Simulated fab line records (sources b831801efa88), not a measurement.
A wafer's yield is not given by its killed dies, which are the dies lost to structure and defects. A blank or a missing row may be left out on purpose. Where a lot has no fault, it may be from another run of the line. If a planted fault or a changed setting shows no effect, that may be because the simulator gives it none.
Which tool was responsible? | flow gf180mcu | 15 lots, 45 wafers sampled, at 2 steps of a route of 602

== WHAT THE GAUGES SHOWED, per wafer ==
GF_V5_BOW_MEAS_05.
lot  | measured     | on            | V5_BOW (um)
L479 | day 26 06:23 | film_metro-04 | 132 133 130
L482 | day 26 23:17 | film_metro-01 | 138 124 138
L483 | day 27 20:04 | film_metro-01 | 134 135 139
L484 | day 27 20:37 | film_metro-01 | 124 126 122
L485 | day 28 03:08 | film_metro-01 | 142 135 138
L487 | day 28 23:55 | film_metro-01 | 127 133 139
L488 | day 29 05:15 | film_metro-01 | 133 139 125
L489 | day 29 16:51 | film_metro-01 | 133 134 119
L490 | day 30 00:14 | film_metro-02 | 146 138 136
L491 | day 30 02:44 | film_metro-01 | 133 133 132
L492 | day 30 08:48 | film_metro-04 | 131 128 131
L493 | day 30 17:04 | film_metro-01 | 124 125 131
L499 | day 32 03:46 | film_metro-04 | 138 124 115
L500 | day 32 08:11 | film_metro-01 | 124 121 124
L501 | day 32 14:18 | film_metro-02 | 142 147 146

== WHICH TOOL RAN EACH LOT (tool, then ch and the chambers of the sampled wafers, then the start) ==
lot  | GF_MIM_SPUTTER_00
L479 | pvd_sputter-03, day 24 10:00
L482 | pvd_sputter-02, day 25 03:09
L483 | pvd_sputter-02, day 26 00:23
L484 | pvd_sputter-03, day 26 00:55
L485 | pvd_sputter-02, day 26 09:29
L487 | pvd_sputter-03, day 27 06:15
L488 | pvd_sputter-02, day 27 11:37
L489 | pvd_sputter-02, day 28 00:26
L490 | pvd_sputter-03, day 28 09:02
L491 | pvd_sputter-03, day 28 11:16
L492 | pvd_sputter-02, day 28 16:49
L493 | pvd_sputter-03, day 29 01:23
L499 | pvd_sputter-01, day 30 15:26
L500 | pvd_sputter-01, day 30 19:34
L501 | pvd_sputter-02, day 31 01:22
- GF_MIM_SPUTTER_00: material Ti, target thk 37.5 nm, time 150 s.

== WHAT THE TOOLS THEMSELVES READ (means of the sampled wafers that have a number; where no wafer has one, the mark that the record gives instead) ==
GF_MIM_SPUTTER_00.
lot  | tool           | cathode_dc_power_W (W) | chamber_pressure_pa (Pa) | throttle_valve_pct (%)
L479 | pvd_sputter-03 | 3999.8                 | 1.998                    | 30.1
L482 | pvd_sputter-02 | 3999.6                 | 2.000                    | 29.9
L483 | pvd_sputter-02 | 4000.3                 | 2.000                    | 29.8
L484 | pvd_sputter-03 | 4000.2                 | 1.995                    | 30.6
L485 | pvd_sputter-02 | 4000.0                 | 2.001                    | 31.1
L487 | pvd_sputter-03 | 4000.1                 | 1.997                    | 30.4
L488 | pvd_sputter-02 | 4000.0                 | 1.999                    | 29.8
L489 | pvd_sputter-02 | 3999.5                 | 2.002                    | 29.8
L490 | pvd_sputter-03 | 4000.2                 | 2.001                    | 30.5
L491 | pvd_sputter-03 | 3999.8                 | 1.993                    | 30.3
L492 | pvd_sputter-02 | 3999.8                 | 2.001                    | 29.9
L493 | pvd_sputter-03 | 3999.7                 | 1.994                    | 30.1
L499 | pvd_sputter-01 | 4000.5                 | 2.004                    | 30.7
L500 | pvd_sputter-01 | 3999.5                 | 2.000                    | 30.1
L501 | pvd_sputter-02 | 4000.2                 | 1.999                    | 29.6

== THE ANSWER, worked out from the rows above alone ==
Rule: what is usual is taken from the lots themselves. Put in order of their means at a reading, lots are off if they are a third of the lots or fewer, leave a main group of 4 or more, and stand apart from it by a gap of 3 or more times the standard deviation of the main group's means; of several such gaps the widest counts. If all means in a main group match to the digits the tables above print for the reading, that group is not used. Also off: a lot with no number at a reading for which 4 or more lots have one. The other lots that the step has rows for count as sound. First the gauges in route order, then the tools' own readings, where a lot's mean is used as printed above. The first step at which some lot is off is used, and at that step the reading that is off furthest; a lot without a number counts as furthest.
Nothing can be told from this: no lot is off at any reading shown.

== WHAT THE SIMULATOR HAD INSERTED ==
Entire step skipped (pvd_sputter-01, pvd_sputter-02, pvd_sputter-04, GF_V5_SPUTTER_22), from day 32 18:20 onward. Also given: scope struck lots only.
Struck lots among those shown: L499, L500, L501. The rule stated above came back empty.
